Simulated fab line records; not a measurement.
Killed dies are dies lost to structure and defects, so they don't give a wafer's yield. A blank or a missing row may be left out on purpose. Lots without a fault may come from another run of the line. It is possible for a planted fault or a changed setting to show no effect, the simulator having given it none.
Split-lot experiment ; flow sky130 ; route with 708 steps; 5 lots, 23 wafers read

== THE SPLIT ITSELF ==
At SKY_METAL2_SPUTTER_02 (material AlCu, target thk 250 nm, time 13.3 s), the setting time-s was moved away from the recipe's 13.3 s on 11 of the 23 wafers read, by -12.4% to +14.9%. The other wafers ran this setting at the recipe's value.

== FROM THE SPLIT TO THE READING: what the file shows between them, 3 steps ==
- SKY_METAL2_SPUTTER_03: material Ti, target thk 5 nm, time 3.3 s
- SKY_METAL2_SPUTTER_04: material TiN, target thk 70 nm, time 58.3 s
- SKY_METAL2_RS_MEAS_05: measures by four-point-probe

== THE READING ==
METAL2_ALCU_THK, in nm, at SKY_METAL2_THK_MEAS_06 (measures by xrf). On this fab line, fault-free wafers typically give 252 nm with a standard deviation of 3 nm.

wafer;tool, chamber at the split;time-s as run, s;against the recipe;METAL2_ALCU_THK, nm;against lot-mates on the recipe
L074.1;pvd-sputter-02, -;13.3;recipe;258;-
L074.3;pvd-sputter-02, -;13.3;recipe;248;-
L074.4;pvd-sputter-02, -;11.65;-12.4%;218;-35
L074.5;pvd-sputter-02, -;11.65;-12.4%;217;-36
L074.6;pvd-sputter-02, -;11.65;-12.4%;218;-35
L076.2;pvd-sputter-01, -;13.3;recipe;250;-
L076.4;pvd-sputter-01, -;13.3;recipe;254;-
L076.6;pvd-sputter-01, -;13.3;recipe;253;-
L077.1;pvd-sputter-01, -;13.3;recipe;251;-
L077.2;pvd-sputter-01, -;14.91;+12.1%;279;+26
L077.3;pvd-sputter-01, -;14.91;+12.1%;283;+30
L077.4;pvd-sputter-01, -;14.91;+12.1%;283;+30
L077.6;pvd-sputter-01, -;13.3;recipe;254;-
L079.1;pvd-sputter-01, -;13.3;recipe;257;-
L079.2;pvd-sputter-01, -;15.28;+14.9%;288;+34
L079.3;pvd-sputter-01, -;13.3;recipe;250;-
L079.4;pvd-sputter-01, -;15.28;+14.9%;291;+38
L079.5;pvd-sputter-01, -;15.28;+14.9%;290;+36
L084.2;pvd-sputter-01, -;13.3;recipe;253;-
L084.3;pvd-sputter-01, -;14.07;+5.8%;265;+14
L084.4;pvd-sputter-01, -;13.3;recipe;250;-
L084.5;pvd-sputter-01, -;14.07;+5.8%;268;+17
L084.6;pvd-sputter-01, -;13.3;recipe;251;-

THE FIT
A straight line over all 23 wafers: METAL2_ALCU_THK changes by +2.59 nm for each +1% of time-s; r = +0.99; the points scatter about the line by 2.6 nm.
The same after taking each lot's own level away (the mean of its wafers on the recipe; 23 wafers): +2.58 nm for each +1%; r = +0.99; scatter 2.7 nm.
That fit puts the effect of the largest move of time-s on the reading at 38 nm.
Measured against the standard deviation above, the lots' own levels, which go from 251.3 to 253.5 nm, span 0.7 times it.
Consequently the slope shifts little with the lot-to-lot level, the two slopes agreeing.
Check: for one of the wafers moved furthest among these (+14.9%), held out of the fit, the line's prediction against its lot-mates is +38 nm. It came out at +34.5 nm against them.

== ADDITIONAL SPLITS CARRIED BY THESE WAFERS ==
Before the reading, these wafers also passed through other splits. Each is held against what the fit with the lots' levels taken away leaves over:
other split on the same wafers;wafers away from the commonest value;r with METAL2_ALCU_THK (lot level and that fit taken away)
SKY_VIA1_CMP_02 leave-above-ref-nm;10;+0.53
SKY_VIA1_SOFTBAKE_08 time-s;9;-0.24
SKY_VIA1_SPUTTER_20 time-s;9;-0.22

== THE WHOLE CHAIN: every reading that the file lists as answering this split, in the file's order ==
step;what it does;reading;change (the file's fit);r (the file's)
SKY_METAL2_SPUTTER_02;material AlCu, target thk 250 nm, time 13.3 s;AlCu_of_METAL2_SPUTTER_02.thk-nm (the simulator's own value, which no gauge read);+2.58 nm for each +1% of the setting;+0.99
SKY_METAL2_RS_MEAS_05;measures by four-point-probe;METAL2_ALCU_RS;-0.00129 for each +1% of the setting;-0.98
SKY_METAL2_THK_MEAS_06;measures by xrf;METAL2_ALCU_THK;+2.54 for each +1% of the setting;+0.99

== THE FILE'S OWN FIT ==
METAL2_ALCU_THK changes by +2.54 nm for each +1% of time-s, r = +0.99.
